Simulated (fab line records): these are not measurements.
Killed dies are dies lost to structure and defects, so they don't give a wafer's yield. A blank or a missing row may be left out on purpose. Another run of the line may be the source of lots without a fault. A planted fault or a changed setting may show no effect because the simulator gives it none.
2 desks looking at one fault :: flow sky130 :: each desk has only its own numbers; what lay behind them comes last

== METROLOGY DESK ==
Lot by lot, what the gauges showed, no matter which tool ran the lot: averages of those sampled wafers that carry a number. The brackets show how far a lot's mean lies from the usual mean; more than 4 standard deviations puts the lot out of limits, marked OUT.
Columns: A = CONTACT_W_RS at SKY_CONTACT_RS_MEAS_25, usual 0.340 ohm/sq; B = CONTACT_W_THK at SKY_CONTACT_THK_MEAS_26, usual 342 nm; C = METAL1_ALCU_RS at SKY_METAL1_RS_MEAS_05, usual 0.1274 ohm/sq; D = METAL1_ALCU_THK at SKY_METAL1_THK_MEAS_06, usual 250 nm; E = cdNm at SKY_METAL1_CD_MEAS_15, usual 139.6 nm; F = METAL1_OVL at SKY_METAL1_OVL_MEAS_16, usual 2 nm
lot: L696
first seen here: day 33 13:37
A: 0.341
B: 346
C: 0.1271
D: 250
E: 138.8
F: 7

lot: L702
first seen here: day 35 07:43
A: 0.340
B: 343
C: 0.1278
D: 250
E: 140.6
F: -0

lot: L705
first seen here: day 36 12:28
A: 0.339
B: 344
C: 0.1260
D: 244
E: 137.8
F: 1

lot: L708
first seen here: day 37 04:59
A: 0.343
B: 346
C: 0.1268
D: 246
E: 141.1
F: 3

lot: L711
first seen here: day 38 01:50
A: 0.341
B: 339
C: 0.1273
D: 250
E: 139.7
F: -0

lot: L714
first seen here: day 38 22:55
A: 0.340
B: 345
C: 0.1278
D: 251
E: 140.3
F: 5
This desk found nothing out of limits on any of the 6 lots.

== AT THE TOOL OWNER'S DESK: pvdSputter-03 ==
The tool's own readings at SKY_METAL1_SPUTTER_04 (material TiN, target thk 70 nm, time 58.3 s): means of the sampled wafers that have a number, for each lot that ran on this tool. The brackets show how far a lot's mean lies from the usual mean; more than 4 standard deviations puts the lot out of limits, marked OUT.
Columns: A = throttleValvePct at SKY_METAL1_SPUTTER_04, usual 30.4 %
lot: L696
first seen here: day 33 14:10
A: 30.9

lot: L705
first seen here: day 36 13:04
A: 30.3

lot: L708
first seen here: day 37 05:33
A: 30.0
This desk found nothing out of limits on any of the 3 lots.

== BROUGHT TOGETHER ==
From the metrology desk's view, nothing was out of limits.
Nothing out of limits was seen by the tool owner's desk.

== WHAT WAS PUT IN BY THE SIMULATOR ==
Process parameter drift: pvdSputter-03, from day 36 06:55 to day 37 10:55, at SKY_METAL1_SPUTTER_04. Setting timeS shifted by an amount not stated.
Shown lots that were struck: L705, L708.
